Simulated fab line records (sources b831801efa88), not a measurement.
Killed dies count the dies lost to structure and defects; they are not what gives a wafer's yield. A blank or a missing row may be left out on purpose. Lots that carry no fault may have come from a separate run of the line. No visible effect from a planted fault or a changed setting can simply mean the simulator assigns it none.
fab line records | flow sky130
record lots=7 | wafers=21 | last_day=49
route steps=708 shown RES_XHIGH@360 SALICIDE@361 LI_CONTACT@362
lots that met no fault: from a run of the same line without faults
start_h: the number of hours between the record's first day and the start of the first shown wafer of the lot | wait_h: hours elapsed since this lot's preceding step | " unchanged from the row above | L1.1+2: one row covering several wafers at once | - no value, or no start given | * or withheld: withheld | < > ~ a bound
route shown NAME@n: names a module that has steps shown in the file, with the first one's number in the route | usual: the fault-free wafers' mean and standard deviation | same: alike in all rows | chamber/n: place in a boat | sites: per-site readings | _std_site: their standard deviation | _edge_site: outer sites' mean less inner sites' | radius_mm: for every site, how far away it sits from the centre of the wafer | mask NAME#n: copy n | behind: tool/chamber where the wafer was last shaped | hold: reason for holding the lot/hours on hold/outcome of the hold | device: names the non-switching transistor (n, p or np) | end of line: tests of these same wafers at the route's end | a step without rows: its recipe alone | killed: at the first sort, the dies lost to defects and structure; wafer yield is something else | map: a wafer's dies, x killed, . not, _ none there
set.NAME: the setting as run; set.NAME@STEP: as run at that earlier step | model.NAME: the simulator's own value behind a step, which no gauge read
a table for each step, a row for each wafer; lots at some steps of the route
services: the hour from which a tool's chamber was out of use, counted from the record's first day as start_h (under 0 if before that day), plus the number of hours and why
## steps
# step SKY_SD_N_RS_MEAS_18
# recipe thk_meas_gauge=four-point-probe
# usual RES_XHIGH_RS=340.7/1.1
lot.wafer | tool          | chamber | start_h | wait_h | RES_XHIGH_RS[ohm/sq]
L767.3    | film_metro-01 | -       | 699.76  | 0.1    | 339.9
L767.5    | "             | -       | "       | "      | 339.7
L767.6    | "             | -       | "       | "      | 340.7
L769.1    | film_metro-01 | -       | 708.77  | 0.1    | 340.2
L769.2    | "             | -       | "       | "      | 340.9
L769.3    | "             | -       | "       | "      | 340.5
L772.1    | film_metro-01 | -       | 723.28  | 0.1    | 341.0
L772.2    | "             | -       | "       | "      | 340.1
L772.6    | "             | -       | "       | "      | 340.4
L781.2    | film_metro-01 | -       | 789.04  | 0.1    | 337.9
L781.5    | "             | -       | "       | "      | 338.5
L781.6    | "             | -       | "       | "      | 337.9
L782.2    | film_metro-01 | -       | 797.35  | 0.1    | 340.9
L782.3    | "             | -       | "       | "      | 341.1
L782.5    | "             | -       | "       | "      | 340.4
L783.3    | film_metro-02 | -       | 804.51  | 0.1    | 340.3
L783.5    | "             | -       | "       | "      | 340.8
L783.6    | "             | -       | "       | "      | 341.6
L784.1    | film_metro-02 | -       | 817.02  | 0.1    | 341.9
L784.5    | "             | -       | "       | "      | 342.1
L784.6    | "             | -       | "       | "      | 341.3
# step SKY_SALICIDE_CLEAN_00
# recipe chemistry=HF-last | time_s=30 | dilution=100:1 | dry=ipa_marangoni
# step SKY_LI_CONTACT_HDPCVD_00
# recipe material=PSG | target_thk_nm=930 | sigma_open_frac=0.3 | time_s=155 | temp_c=600 | sih4_flow_sccm=60 | pressure_mtorr=6
# step SKY_LI_CONTACT_THK_MEAS_01
# recipe reads=PSG_of_LI_CONTACT_HDPCVD_00
# usual LI_CONTACT_HDPCVD_THK=920/10
lot.wafer | tool          | chamber | start_h | wait_h | LI_CONTACT_HDPCVD_THK[nm]
L767.3    | film_metro-04 | -       | 699.98  | 0.1    | 930
L767.5    | "             | -       | "       | "      | 935
L767.6    | "             | -       | "       | "      | 922
L769.1    | film_metro-01 | -       | 709.01  | 0.1    | 926
L769.2    | "             | -       | "       | "      | 927
L769.3    | "             | -       | "       | "      | 928
L772.1    | film_metro-04 | -       | 723.52  | 0.1    | 936
L772.2    | "             | -       | "       | "      | 919
L772.6    | "             | -       | "       | "      | 933
L781.2    | film_metro-04 | -       | 789.27  | 0.1    | 907
L781.5    | "             | -       | "       | "      | 906
L781.6    | "             | -       | "       | "      | 922
L782.2    | film_metro-02 | -       | 797.58  | 0.1    | 919
L782.3    | "             | -       | "       | "      | 932
L782.5    | "             | -       | "       | "      | 925
L783.3    | film_metro-02 | -       | 804.78  | 0.1    | 928
L783.5    | "             | -       | "       | "      | 926
L783.6    | "             | -       | "       | "      | 929
L784.1    | film_metro-04 | -       | 817.26  | 0.1    | 917
L784.5    | "             | -       | "       | "      | 912
L784.6    | "             | -       | "       | "      | 922
# step SKY_LI_CONTACT_CMP_02
# recipe material=PSG | down_force_psi=4 | platen_rpm=60 | pad_velocity_m_s=0.94248
# usual edge_zone_pressure_frac=1.001/0.0052 | motor_current_A=11.9/0.85 | time_to_endpoint_s=31.9/2.8
lot.wafer | tool   | chamber | start_h | wait_h | edge_zone_pressure_frac | motor_current_A | time_to_endpoint_s
L767.3    | cmp-01 | 0       | 700.07  | 0.1    | 0.998                   | 12.3            | 32.0
L767.5    | "      | 3       | "       | "      | 0.997                   | 10.6            | 38.3
L767.6    | "      | 0       | "       | "      | 1.001                   | 12.1            | 31.1
L769.3    | cmp-02 | 1       | 709.07  | 0.0    | 1.001                   | 12.7            | 28.6
L769.1    | "      | 2       | "       | "      | 0.996                   | 10.9            | 33.0
L769.2    | "      | 0       | "       | "      | 0.999                   | 12.0            | 33.6
L772.2    | cmp-01 | 3       | 723.63  | 0.1    | 1.002                   | 10.6            | 35.4
L772.1    | "      | 0       | "       | "      | 1.000                   | 12.9            | 33.4
L772.6    | "      | 3       | "       | "      | 0.995                   | 10.0            | 39.7
L781.2    | cmp-02 | 1       | 789.42  | 0.1    | 1.000                   | 12.5            | 28.2
L781.6    | "      | 3       | "       | "      | 1.002                   | 12.9            | 32.1
L781.5    | "      | 0       | "       | "      | 1.001                   | 11.9            | 31.7
L782.2    | cmp-01 | 2       | 797.73  | 0.1    | 1.008                   | 13.5            | 30.7
L782.3    | "      | 3       | "       | "      | 1.006                   | 10.8            | 38.1
L782.5    | "      | 1       | "       | "      | 1.002                   | 11.4            | 35.1
L783.3    | cmp-02 | 3       | 804.82  | 0.0    | 1.004                   | 12.4            | 26.4
L783.5    | "      | 3       | "       | "      | 1.001                   | 12.8            | 28.6
L783.6    | "      | 0       | "       | "      | 0.993                   | 11.7            | 29.9
L784.1    | cmp-02 | 2       | 817.37  | 0.1    | 1.002                   | 11.5            | 32.1
L784.5    | "      | 1       | "       | "      | 1.007                   | 12.3            | 25.4
L784.6    | "      | 2       | "       | "      | 1.002                   | 11.2            | 32.8
# step SKY_LI_CONTACT_BOW_MEAS_03
# recipe mode=bow
# usual LI_CONTACT_BOW=57/7.3
lot.wafer | tool          | chamber | start_h | wait_h | LI_CONTACT_BOW[um]
L767.3    | film_metro-04 | -       | 700.36  | 0.2    | 52
L767.5    | "             | -       | "       | "      | 51
L767.6    | "             | -       | "       | "      | 50
L769.1    | film_metro-01 | -       | 709.37  | 0.2    | 52
L769.2    | "             | -       | "       | "      | 57
L769.3    | "             | -       | "       | "      | 49
L772.1    | film_metro-01 | -       | 723.88  | 0.1    | 53
L772.2    | "             | -       | "       | "      | 56
L772.6    | "             | -       | "       | "      | 58
L781.2    | film_metro-04 | -       | 789.64  | 0.2    | 57
L781.5    | "             | -       | "       | "      | 55
L781.6    | "             | -       | "       | "      | 60
L782.2    | film_metro-01 | -       | 797.95  | 0.2    | 55
L782.3    | "             | -       | "       | "      | 55
L782.5    | "             | -       | "       | "      | 46
L783.3    | film_metro-01 | -       | 805.16  | 0.3    | 54
L783.5    | "             | -       | "       | "      | 53
L783.6    | "             | -       | "       | "      | 57
L784.1    | film_metro-02 | -       | 817.62  | 0.2    | 65
L784.5    | "             | -       | "       | "      | 55
L784.6    | "             | -       | "       | "      | 58
# step SKY_LI_CONTACT_DEHYDRATE_04
# recipe temp_c=200 | time_s=60
# step SKY_LI_CONTACT_HMDS_05
# recipe prime_time_s=60 | prime_temp_c=120
# step SKY_LI_CONTACT_COAT_06
# recipe resist=BARC | temp_c=withheld | time_s=withheld | spin_rpm=3000 | resist_thk_nm=60
# step SKY_LI_CONTACT_COAT_07
# recipe resist=KrF-thick | spin_rpm=3000 | resist_thk_nm=450
# step SKY_LI_CONTACT_SOFTBAKE_08
# recipe temp_c=100 | time_s=90 | resist=KrF-thick
# step SKY_LI_CONTACT_EXPOSE_09
# recipe mask_id=LICM1 | na=0.8 | source_shape=annular | sigma_inner=0.55 | sigma_outer=0.85 | target_cd_nm=170 | dose_mj=38
# step SKY_LI_CONTACT_PEB_10
# recipe peb_temp_c=withheld | peb_time_s=withheld | resist=KrF-thick
# usual chill_plate_temp_C=* | exhaust_pa=45.2/0.84 | resist_line_temp_C=*
lot.wafer | tool           | chamber | start_h | wait_h | chill_plate_temp_C | exhaust_pa | resist_line_temp_C
L767.3    | litho_track-01 | 0       | 728     | -      | *                  | 44.1       | *
L767.5    | "              | 0       | "       | "      | *                  | 44.9       | *
L767.6    | "              | 0       | "       | "      | *                  | 45.1       | *
L769.1    | litho_track-04 | 0       | 736     | -      | *                  | 44.8       | *
L769.2    | "              | 0       | "       | "      | *                  | 45.9       | *
L769.3    | "              | 0       | "       | "      | *                  | 45.5       | *
L772.1    | litho_track-03 | 0       | 750     | -      | *                  | 46.2       | *
L772.2    | "              | 0       | "       | "      | *                  | 44.7       | *
L772.6    | "              | 0       | "       | "      | *                  | 44.6       | *
L781.2    | litho_track-03 | 0       | 816     | -      | *                  | 45.7       | *
L781.5    | "              | 0       | "       | "      | *                  | 44.8       | *
L781.6    | "              | 0       | "       | "      | *                  | 44.4       | *
L782.2    | litho_track-01 | -       | 824     | -      | -                  | -          | -
L782.3    | "              | -       | "       | "      | -                  | -          | -
L782.5    | "              | -       | "       | "      | -                  | -          | -
L783.3    | litho_track-04 | -       | 831     | -      | -                  | -          | -
L783.5    | "              | -       | "       | "      | -                  | -          | -
L783.6    | "              | -       | "       | "      | -                  | -          | -
L784.1    | litho_track-01 | -       | 843     | -      | -                  | -          | -
L784.5    | "              | -       | "       | "      | -                  | -          | -
L784.6    | "              | -       | "       | "      | -                  | -          | -
# step SKY_LI_CONTACT_DEVELOP_11
# recipe develop_time_s=60 | resist=KrF-thick | dev_temp_c=21
## services
tool   | chamber | start_h | hours | kind
cmp-01 | -       | 677.08  | 0.6   | repair
cmp-01 | -       | 718.03  | 5.2   | pm
cmp-02 | -       | 735.17  | 5.6   | pm
cmp-02 | -       | 744.44  | 4.0   | pm
cmp-02 | -       | 748.44  | -     | consumable_replace:conditioner
cmp-02 | -       | 748.44  | -     | consumable_replace:pad
cmp-01 | -       | 766.10  | 13.0  | pm
cmp-02 | -       | 805.63  | 0.7   | repair
## key
first_sign step=SKY_LI_CONTACT_PEB_10 | reading=tool_record | direction=missing
effect none on later readings
met_at SKY_LI_CONTACT_PEB_10
struck_wafers L782.2,L782.3,L782.5,L783.3,L783.5,L783.6,L784.1,L784.5,L784.6
later_rows_left_out L782.2,L782.3,L782.5,L783.3,L783.5,L783.6,L784.1,L784.5,L784.6
sort_left_out L782.2,L782.3,L782.5,L783.3,L783.5,L783.6,L784.1,L784.5,L784.6
tester_left_out L782,L783,L784
onset_between 736 824
fault kind=skipped_step_whole | tool=litho_track-01,litho_track-04 | chamber=- | onset_h=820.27 | steps=SKY_LI_CONTACT_PEB_10 | scope=struck_lots_only
# tester_left_out: of these lots the tester's yield and bins aren't shown, on N5 and GAA mostly nor the transistor test; their killed dies are dies lost to structure and defects alone, not to doping, threshold or leakage, so they don't give the yield
# sort_left_out: the simulated sort isn't trusted on such a fault, so these wafers' sort isn't shown, and their yield isn't known
# later_rows_left_out: the simulator's readings of these wafers behind a module that went badly wrong aren't trusted and aren't shown, but for the sort
